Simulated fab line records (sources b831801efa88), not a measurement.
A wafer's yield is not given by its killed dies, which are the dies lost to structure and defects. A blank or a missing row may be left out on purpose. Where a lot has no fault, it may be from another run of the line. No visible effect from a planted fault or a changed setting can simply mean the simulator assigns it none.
fab line records -- flow sky130
[record] lots = 12, wafers = 36, last-day = 50
route steps=708 shown FIELD_ISO@17 DNWELL@43 NWELL@64 PAD_OPEN@708
lots untouched by any fault: they come from a run of this same line in which no faults occurred
start-h: hours from the record's opening day to when the first of the lot's shown wafers began -- wait-h: hours since the lot's step before -- " the same as in the row above -- L1.1+2: several wafers, shown together as one row -- - value missing, or start not given -- * or withheld: withheld -- < > ~ a bound
route shown NAME@n: names a module that has steps shown in the file, with the first one's number in the route -- usual: mean/standard deviation taken from wafers without a fault -- same: alike in all rows -- chamber/n: place in a boat -- sites: each site's reading -- _std_site: how widely they spread, as a standard deviation -- _edge_site: outer sites' mean less inner sites' -- radius-mm: for every site, how far away it sits from the centre of the wafer -- mask NAME#n: copy n -- behind: the tool/chamber that last shaped the wafer -- hold: reason for holding the lot/hours on hold/outcome of the hold -- device: transistor that didn't switch, given as n, p or np -- end of line: the same wafers' tests at the end of the route -- for a step that has no rows: nothing shown but its recipe -- killed: the dies lost at the first sort to structure and to defects; this is not the yield of the wafer -- map: dies across one wafer; x = killed, . = not, _ = none there
set.NAME: setting as actually run; set.NAME@STEP: the setting as run at that earlier step -- model.NAME: the simulator's own value behind a step, which no gauge read
the route's steps for a sample of lots (tables are steps, rows are wafers)
services: the hour from which a tool's chamber was out of use, counted from the record's first day as start-h (under 0 if before that day), plus the number of hours and why
[[steps]]
[step SKY_FIELD_ISO_STRIP_16]
[recipe] chemistry = O2/N2, power-w = 1400, pressure-mtorr = 1500, platen-temp-c = withheld, o2-flow-sccm = 3000, n2-flow-sccm = 300, overash-fraction = 0.5
[usual] drypump-motor-current-A = 5.9/0.31, oes-product-au = 0.377/0.0055, strip-time-to-endpoint-s = 3.54/0.041
lot.wafer,tool,chamber,start-h,wait-h,drypump-motor-current-A,oes-product-au,rf-hours-counter-h,strip-time-to-endpoint-s
L728.2,plasma-asher-02,1,49.60,0.0,5.7,0.384,34,3.56
L728.4,plasma-asher-02,0,49.60,0.0,5.9,0.373,-,3.52
L728.6,plasma-asher-02,0,49.60,0.0,5.9,0.381,-,3.60
L730.1,plasma-asher-01,0,58.95,0.0,6.3,0.372,24,3.52
L730.2,plasma-asher-01,1,58.95,0.0,5.8,0.368,24,3.51
L730.3,plasma-asher-01,1,58.95,0.0,5.8,0.380,-,3.58
L731.3,plasma-asher-04,1,68.08,0.1,5.3,0.376,-,3.55
L731.5,plasma-asher-04,0,68.08,0.1,5.7,0.379,-,3.57
L731.6,plasma-asher-04,1,68.08,0.1,5.3,0.372,-,3.60
L732.2,plasma-asher-04,0,74.90,0.0,5.7,0.376,40,3.51
L732.3,plasma-asher-04,0,74.90,0.0,5.7,0.377,-,3.48
L732.6,plasma-asher-04,0,74.90,0.0,5.7,0.369,-,3.49
L733.2,plasma-asher-01,1,74.94,0.0,5.8,0.376,26,3.55
L733.3,plasma-asher-01,0,74.94,0.0,6.3,0.373,-,3.52
L733.6,plasma-asher-01,0,74.94,0.0,6.3,0.379,-,3.47
L734.2,plasma-asher-04,0,84.09,0.0,5.7,0.379,41,3.58
L734.3,plasma-asher-04,1,84.09,0.0,5.3,0.386,-,3.55
L734.6,plasma-asher-04,0,84.09,0.0,5.7,0.369,-,3.61
L737.2,plasma-asher-01,0,96.29,0.0,6.3,0.382,29,3.53
L737.3,plasma-asher-01,1,96.29,0.0,5.8,0.370,-,3.55
L737.6,plasma-asher-01,0,96.29,0.0,6.3,0.386,-,3.57
L736.1,plasma-asher-04,0,96.50,0.0,5.7,0.372,42,3.49
L736.3,plasma-asher-04,1,96.50,0.0,5.3,0.375,-,3.51
L736.4,plasma-asher-04,0,96.50,0.0,5.7,0.375,-,3.51
L738.3,plasma-asher-01,1,102.34,0.1,5.8,0.378,-,3.50
L738.5,plasma-asher-01,0,102.34,0.1,6.3,0.387,-,3.56
L738.6,plasma-asher-01,1,102.34,0.1,5.8,0.387,-,3.53
L741.1,plasma-asher-01,0,120.10,0.0,6.3,0.389,31,3.54
L741.5,plasma-asher-01,0,120.10,0.0,6.3,0.381,-,3.56
L741.6,plasma-asher-01,1,120.10,0.0,5.8,0.383,-,3.51
L746.1,plasma-asher-04,1,143.35,0.0,5.3,0.380,2,3.56
L746.2,plasma-asher-04,0,143.35,0.0,5.7,0.379,2,3.52
L746.4,plasma-asher-04,1,143.35,0.0,5.3,0.374,-,3.49
L747.4,plasma-asher-02,0,148.54,0.1,5.9,0.379,-,3.52
L747.5,plasma-asher-02,1,148.54,0.1,5.7,0.380,-,3.60
L747.6,plasma-asher-02,0,148.54,0.1,5.9,0.381,-,3.53
[step SKY_DNWELL_STRIP_08]
[recipe] chemistry = O2/N2, power-w = 1400, pressure-mtorr = 1500, platen-temp-c = withheld, o2-flow-sccm = 3000, n2-flow-sccm = 300, overash-fraction = 0.5
[usual] drypump-motor-current-A = 5.66/0.22, oes-product-au = 0.722/0.0045, strip-time-to-endpoint-s = 36.92/0.095
lot.wafer,tool,chamber,start-h,wait-h,drypump-motor-current-A,oes-product-au,rf-hours-counter-h,strip-time-to-endpoint-s
L728.2,plasma-asher-02,1,86.89,0.1,5.77,0.722,36,36.85
L728.4,plasma-asher-02,0,86.89,0.1,5.92,0.710,-,36.86
L728.6,plasma-asher-02,0,86.89,0.1,5.90,0.731,-,36.95
L730.1,plasma-asher-04,1,95.09,0.1,5.31,0.715,42,36.92
L730.2,plasma-asher-04,0,95.09,0.1,5.71,0.728,42,36.81
L730.3,plasma-asher-04,0,95.09,0.1,5.70,0.721,-,36.84
L731.3,plasma-asher-03,1,101.32,0.1,5.84,0.719,-,36.94
L731.5,plasma-asher-03,0,101.32,0.1,5.44,0.722,-,36.94
L731.6,plasma-asher-03,1,101.32,0.1,5.86,0.728,-,36.92
L732.2,plasma-asher-04,0,103.54,0.1,5.70,0.719,43,36.73
L732.3,plasma-asher-04,1,103.54,0.1,5.34,0.725,-,36.82
L732.6,plasma-asher-04,0,103.54,0.1,5.70,0.731,-,36.73
L733.2,plasma-asher-02,1,103.69,0.1,5.74,0.723,37,37.03
L733.3,plasma-asher-02,0,103.69,0.1,5.90,0.720,-,37.13
L733.6,plasma-asher-02,0,103.69,0.1,5.90,0.720,-,36.95
L734.2,plasma-asher-04,0,108.24,0.1,5.71,0.718,44,36.96
L734.3,plasma-asher-04,1,108.24,0.1,5.32,0.718,-,37.09
L734.6,plasma-asher-04,0,108.24,0.1,5.70,0.722,-,36.96
L737.2,plasma-asher-04,0,124.29,0.1,5.70,0.718,0,36.83
L737.3,plasma-asher-04,1,124.29,0.1,5.27,0.722,-,36.83
L737.6,plasma-asher-04,1,124.29,0.1,5.31,0.718,-,36.91
L736.1,plasma-asher-03,0,124.64,0.1,5.44,0.720,43,37.01
L736.3,plasma-asher-03,1,124.64,0.1,5.86,0.721,-,36.92
L736.4,plasma-asher-03,0,124.64,0.1,5.40,0.723,-,36.93
L738.3,plasma-asher-02,0,131.97,0.1,5.91,0.725,-,36.92
L738.5,plasma-asher-02,1,131.97,0.1,5.72,0.721,-,36.86
L738.6,plasma-asher-02,0,131.97,0.1,5.91,0.725,-,36.89
L741.1,plasma-asher-02,0,147.23,0.1,5.90,0.734,42,36.88
L741.5,plasma-asher-02,0,147.23,0.1,5.89,0.726,-,36.78
L741.6,plasma-asher-02,1,147.23,0.1,5.73,0.717,-,36.87
L746.1,plasma-asher-03,0,174.93,0.1,5.44,0.719,48,36.82
L746.2,plasma-asher-03,1,174.93,0.1,5.87,0.721,48,37.07
L746.4,plasma-asher-03,0,174.93,0.1,5.41,0.727,-,36.97
L747.4,plasma-asher-03,0,176.81,0.1,5.43,0.719,-,36.96
L747.5,plasma-asher-03,1,176.81,0.1,5.85,0.718,-,36.86
L747.6,plasma-asher-03,0,176.81,0.1,5.38,0.721,-,36.67
[step SKY_NWELL_IMPLANT_11]
[recipe] species = P, energy-kev = 400, dose-cm2 = 1.9e+13, tilt-deg = withheld
[usual] dose-ions-cm2 = 1.9e+13/2.1e+10
lot.wafer,tool,chamber,start-h,wait-h,dose-ions-cm2
L728.2,implanter-04,0,124.90,0.0,1.9023e+13
L728.4,implanter-04,0,124.90,0.0,1.8991e+13
L728.6,implanter-04,0,124.90,0.0,1.9006e+13
L730.1,implanter-04,0,133.53,0.0,1.9018e+13
L730.2,implanter-04,0,133.53,0.0,1.902e+13
L730.3,implanter-04,0,133.53,0.0,1.899e+13
L731.3,implanter-04,0,142.01,0.1,1.8988e+13
L731.5,implanter-04,0,142.01,0.1,1.9003e+13
L731.6,implanter-04,0,142.01,0.1,1.9008e+13
L732.2,implanter-03,0,142.25,0.0,1.8993e+13
L732.3,implanter-03,0,142.25,0.0,1.9017e+13
L732.6,implanter-03,0,142.25,0.0,1.8987e+13
L733.2,implanter-04,0,142.63,0.0,1.9e+13
L733.3,implanter-04,0,142.63,0.0,1.8959e+13
L733.6,implanter-04,0,142.63,0.0,1.8988e+13
L734.2,implanter-02,0,147.30,0.0,1.9004e+13
L734.3,implanter-02,0,147.30,0.0,1.8979e+13
L734.6,implanter-02,0,147.30,0.0,1.9011e+13
L737.2,implanter-02,0,163.30,0.0,1.9017e+13
L737.3,implanter-02,0,163.30,0.0,1.9023e+13
L737.6,implanter-02,0,163.30,0.0,1.8988e+13
L736.1,implanter-03,0,164.21,0.0,1.9011e+13
L736.3,implanter-03,0,164.21,0.0,1.9014e+13
L736.4,implanter-03,0,164.21,0.0,1.9003e+13
L738.3,implanter-02,0,172.22,0.1,1.901e+13
L738.5,implanter-02,0,172.22,0.1,1.9e+13
L738.6,implanter-02,0,172.22,0.1,1.9012e+13
L741.1,implanter-02,0,185.87,0.0,1.8976e+13
L741.5,implanter-02,0,185.87,0.0,1.9008e+13
L741.6,implanter-02,0,185.87,0.0,1.8992e+13
L746.1,implanter-02,0,219.76,0.0,1.9382e+13
L746.2,implanter-02,0,219.76,0.0,1.9347e+13
L746.4,implanter-02,0,219.76,0.0,1.9357e+13
L747.4,implanter-02,0,221.45,0.1,1.9345e+13
L747.5,implanter-02,0,221.45,0.1,1.9358e+13
L747.6,implanter-02,0,221.45,0.1,1.9356e+13
[step SKY_NWELL_OVL_MEAS_23]
[usual] NWELL_01_OVL = 0.1/1.1
lot.wafer,tool,chamber,start-h,wait-h,NWELL_01_OVL[nm]
L728.2,overlay-02,-,145.19,-,2.1
L728.4,overlay-02,-,145.19,-,2.1
L728.6,overlay-02,-,145.19,-,2.9
L730.1,overlay-01,-,154.24,-,0.3
L730.2,overlay-01,-,154.24,-,0.8
L730.3,overlay-01,-,154.24,-,-0.8
L731.3,overlay-01,-,161.68,-,-0.5
L731.5,overlay-01,-,161.68,-,-0.4
L731.6,overlay-01,-,161.68,-,-2.0
L732.2,overlay-01,-,162.29,-,-0.6
L732.3,overlay-01,-,162.29,-,-0.2
L732.6,overlay-01,-,162.29,-,0.2
L733.2,overlay-01,-,163.18,-,0.6
L733.3,overlay-01,-,163.18,-,1.2
L733.6,overlay-01,-,163.18,-,-0.9
L734.2,overlay-02,-,167.73,-,-0.7
L734.3,overlay-02,-,167.73,-,-2.0
L734.6,overlay-02,-,167.73,-,-0.5
L737.2,overlay-02,-,183.24,-,-0.2
L737.3,overlay-02,-,183.24,-,-0.1
L737.6,overlay-02,-,183.24,-,0.7
L736.1,overlay-02,-,184.19,-,1.4
L736.3,overlay-02,-,184.19,-,-0.7
L736.4,overlay-02,-,184.19,-,0.0
L738.3,overlay-02,-,193.48,-,-1.1
L738.5,overlay-02,-,193.48,-,0.2
L738.6,overlay-02,-,193.48,-,-0.4
L741.1,overlay-01,-,209.49,-,2.2
L741.5,overlay-01,-,209.49,-,3.1
L741.6,overlay-01,-,209.49,-,2.0
L746.1,overlay-02,-,243.82,-,0.3
L746.2,overlay-02,-,243.82,-,-0.1
L746.4,overlay-02,-,243.82,-,0.1
L747.4,overlay-01,-,245.15,-,-0.4
L747.5,overlay-01,-,245.15,-,-1.2
L747.6,overlay-01,-,245.15,-,-1.3
[step SKY_NWELL_RS_MEAS_29]
[recipe] thk-meas-gauge = four-point-probe
[usual] NWELL_RS = 624.7/1.5
lot.wafer,tool,chamber,start-h,wait-h,NWELL_RS[ohm/sq]
L728.2,film-metro-01,-,145.70,0.1,625.1
L728.4,film-metro-01,-,145.70,0.1,623.7
L728.6,film-metro-01,-,145.70,0.1,624.7
L730.1,film-metro-03,-,154.73,0.1,626.1
L730.2,film-metro-03,-,154.73,0.1,626.5
L730.3,film-metro-03,-,154.73,0.1,625.8
L731.3,film-metro-01,-,162.21,0.1,626.3
L731.5,film-metro-01,-,162.21,0.1,626.4
L731.6,film-metro-01,-,162.21,0.1,627.7
L732.2,film-metro-02,-,162.80,0.1,622.5
L732.3,film-metro-02,-,162.80,0.1,623.7
L732.6,film-metro-02,-,162.80,0.1,623.2
L733.2,film-metro-02,-,163.69,0.1,623.5
L733.3,film-metro-02,-,163.69,0.1,623.8
L733.6,film-metro-02,-,163.69,0.1,622.6
L734.2,film-metro-01,-,168.24,0.1,623.6
L734.3,film-metro-01,-,168.24,0.1,624.9
L734.6,film-metro-01,-,168.24,0.1,623.8
L737.2,film-metro-03,-,183.75,0.1,625.5
L737.3,film-metro-03,-,183.75,0.1,623.2
L737.6,film-metro-03,-,183.75,0.1,624.9
L736.1,film-metro-02,-,184.68,0.1,623.7
L736.3,film-metro-02,-,184.68,0.1,625.0
L736.4,film-metro-02,-,184.68,0.1,622.9
L738.3,film-metro-03,-,194.01,0.1,625.1
L738.5,film-metro-03,-,194.01,0.1,625.6
L738.6,film-metro-03,-,194.01,0.1,623.4
L741.1,film-metro-01,-,209.99,0.1,626.0
L741.5,film-metro-01,-,209.99,0.1,626.9
L741.6,film-metro-01,-,209.99,0.1,626.3
L746.1,film-metro-01,-,244.32,0.1,614.6
L746.2,film-metro-01,-,244.32,0.1,616.3
L746.4,film-metro-01,-,244.32,0.1,616.8
L747.4,film-metro-01,-,245.69,0.1,615.9
L747.5,film-metro-01,-,245.69,0.1,618.5
L747.6,film-metro-01,-,245.69,0.1,617.0
[step SKY_PAD_OPEN_PROBE_99]
[usual] killed_at_M0_to_M3 = 42/6.2, killed_at_M4_up = 3.0/1.8, killed-at-contacts = 25/5.9, killed-at-front-end = 15/4.5, killed-at-other = 0.2/0.45, killed-dies = 85/9.9, killed-open = 47/6.7, killed-short = 39/6.4
[same] gross-dies = 492, killed-at-back-side = 0
lot.wafer,tool,chamber,start-h,wait-h,killed_at_M0_to_M3,killed_at_M4_up,killed-at-contacts,killed-at-front-end,killed-at-other,killed-dies,killed-open,killed-short
L741.6,prober-02,-,1188.20,0.2,26,1,19,15,0,61,28,33
// killed by level:class
L741.6 VIA1:geometric-particle:open=6 FIELD_ISO:geometric-particle:short=5 LI_CONTACT:geometric-particle:short=5 LI_CONTACT:geometric-particle:open=5 POLY_GATE:geometric-particle:open=4 VIA3:geometric-particle:open=4 LOCAL_INTERCONNECT:geometric-particle:short=4 CONTACT:geometric-particle:open=4
[[services]]
tool,chamber,start-h,hours,kind
implanter-02,-,65.29,3.6,repair
plasma-asher-02,-,67.79,2.8,pm
implanter-02,-,68.85,4.1,pm
plasma-asher-02,-,70.54,14.6,pm
plasma-asher-04,-,108.75,9.0,pm
plasma-asher-04,0,108.75,9.0,vent-cycle
plasma-asher-04,1,108.75,9.0,vent-cycle
plasma-asher-04,0,117.75,-,clean
plasma-asher-04,1,117.75,-,clean
implanter-04,-,152.47,85.9,pm
plasma-asher-04,-,184.22,1.3,repair
implanter-03,-,201.83,1.1,repair
plasma-asher-04,-,207.64,2.8,pm
plasma-asher-03,-,214.92,2.8,pm
[[key]]
[first-sign] step = SKY_NWELL_IMPLANT_11, reading = dose-ions-cm2, direction = up, sigmas = 17, usual = *, struck = *
[effect] step = SKY_NWELL_RS_MEAS_29, reading = NWELL_RS, direction = down, sigmas = 5.4, usual = 624.7, struck = 616.5
met-at SKY_NWELL_IMPLANT_11
struck-lots L746,L747
rows-end L746.4,L747.6
tester-left-out L746,L747
not-acting-at SKY_FIELD_ISO_STRIP_16,SKY_DNWELL_STRIP_08,SKY_NWELL_OVL_MEAS_23
onset-between 185.87 219.76
[fault] kind = process-parameter-drift, tool = implanter-02, chamber = -, onset-h = 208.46, steps = SKY_NWELL_IMPLANT_11, channel = dose-cm2, offset = *, shape = step, end-h = 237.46, acts-in = *, stated = *
// tester-left-out: of these lots the tester's yield and bins aren't shown, on N5 and GAA mostly nor the transistor test; their killed dies are dies lost to structure and defects alone, not to doping, threshold or leakage, so they don't give the yield
// rows-end: these wafers met a further fault down the route, and their rows from its step on are left out
